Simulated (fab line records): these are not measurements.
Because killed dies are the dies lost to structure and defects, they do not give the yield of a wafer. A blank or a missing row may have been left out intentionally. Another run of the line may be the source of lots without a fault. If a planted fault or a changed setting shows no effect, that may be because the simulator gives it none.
Code-filled problem report in 8D (eight disciplines) form    flow sky130    the parts of the form that need people (team, actions taken, sign-off) are left out

1. THE PROBLEM
Wafers without a fault read 99.0 s with a standard deviation of 0.38, while run-length-s at SKY_POLY_GATE_ETCH_17 averages 85.5 s across 2 wafers of 1 lot. Relative to the usual mean, that is a shift of -35 standard deviations.
The step: etches poly-Si in HBr/Cl2, stops on SiO2, target depth 180 nm, time 70.5 s.
Seen first at day 23 02:39 on rie-si-01, wafer L214.3. The record has a number at this step for 15 wafers belonging to 5 lots. Rule for "out", or "out of limits": more than 4 standard deviations from the usual mean. All remaining wafers that have a number are taken as sound.

2. WHAT IT IS AND WHAT IT IS NOT
question                     is                 is not
which readings at this step  run-length-s       drypump-motor-current-A, throttle-valve-pct
which lots                   L214               L195, L207, L215, L217
which wafers of those lots   L214.3, L214.6     L214.2
read on which tools          rie-si-01          rie-si-02
when                         from day 23 02:39  up to then (7 sound wafers); but 6 sound wafers of L215, L217 came after

3. THE SUSPECTS, EACH WITH WHAT RULES IT OUT
Counting: any tool at a process step up to the reading remains a suspect provided it ran every lot that is out. Sound lots after the first of them don't rule it out here, since some wafers of a struck lot are sound.
- rie-diel-03 at SKY_POLY_GATE_ETCH_15 (etches BARC in N2/H2, stops on SiO2, time 118.5 s, target depth 110 nm): kept. It ran the lot that is out, L214 (day 23 02:28); its last sound lot up to then is L207 (day 20 21:40).
- rie-diel-03 at SKY_POLY_GATE_ETCH_16 (etches Si3N4 in CH3F/O2, stops on poly-Si, time 147.5 s, target depth 75 nm): kept. It ran the lot that is out, L214 (day 23 02:34); its last sound lot up to then is L207 (day 20 21:46).
- rie-si-01 at SKY_POLY_GATE_ETCH_17 (etches poly-Si in HBr/Cl2, stops on SiO2, target depth 180 nm, time 70.5 s): kept. It ran the lot that is out, L214 (day 23 02:39); its last sound lot up to then is L195 (day 16 21:25). On those wafers its own readings are out: run-length-s.
- Within rie-diel-03 at SKY_POLY_GATE_ETCH_15, the wafers that are out were processed in chamber 3 and their sound lot-mates in chamber 0.
- Within rie-diel-03 at SKY_POLY_GATE_ETCH_16, the wafers that are out were processed in chamber 3 and their sound lot-mates in chamber 0.
- Within rie-si-01 at SKY_POLY_GATE_ETCH_17, the wafers that are out were processed in chamber 2 and their sound lot-mates in chamber 1.
Still standing after the count: rie-diel-03 at SKY_POLY_GATE_ETCH_15, rie-diel-03 at SKY_POLY_GATE_ETCH_16, rie-si-01 at SKY_POLY_GATE_ETCH_17.

4. THE CAUSE (what the simulator had put in)
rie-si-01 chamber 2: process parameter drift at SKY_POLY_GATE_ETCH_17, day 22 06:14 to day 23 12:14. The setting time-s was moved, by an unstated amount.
Counting left 3 suspects, and this tool is among them.

5. THE EFFECT CHAIN, in route order
One row per reading whose mean, taken over the struck wafers that have a number, lies over 3 standard deviations from the usual. Only readings for which the record gives a usual standard deviation are gone through. hours: the time from each lot's start at the first step in this table that gives one to its start at this step, as a median over the lots. sigmas: the change in usual standard deviations.
hours  step                    reading                   usual       on struck wafers  change  sigmas
0      SKY_POLY_GATE_ETCH_17   oes-product-au            0.984 a.u.  1.009             +0.025  +3.4
0      SKY_POLY_GATE_ETCH_17   run-length-s              99.0 s      85.5              -13.5   -35
0      SKY_POLY_GATE_STRIP_18  strip-time-to-endpoint-s  3.19 s      3.35              +0.16   +3.9
Here are the process steps it includes:
- SKY_POLY_GATE_ETCH_17: etches poly-Si in HBr/Cl2, stops on SiO2, target depth 180 nm, time 70.5 s.
- SKY_POLY_GATE_STRIP_18: strips in O2/N2.
Readings that are blank on the struck wafers while sound wafers have them: bias-w at SKY_POLY_GATE_ETCH_17.

6. HOW IT WOULD HAVE BEEN CAUGHT EARLIER
20 hours passed between the start of the fault at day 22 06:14 and the first reading out of limits in this record, taken at day 23 02:39.
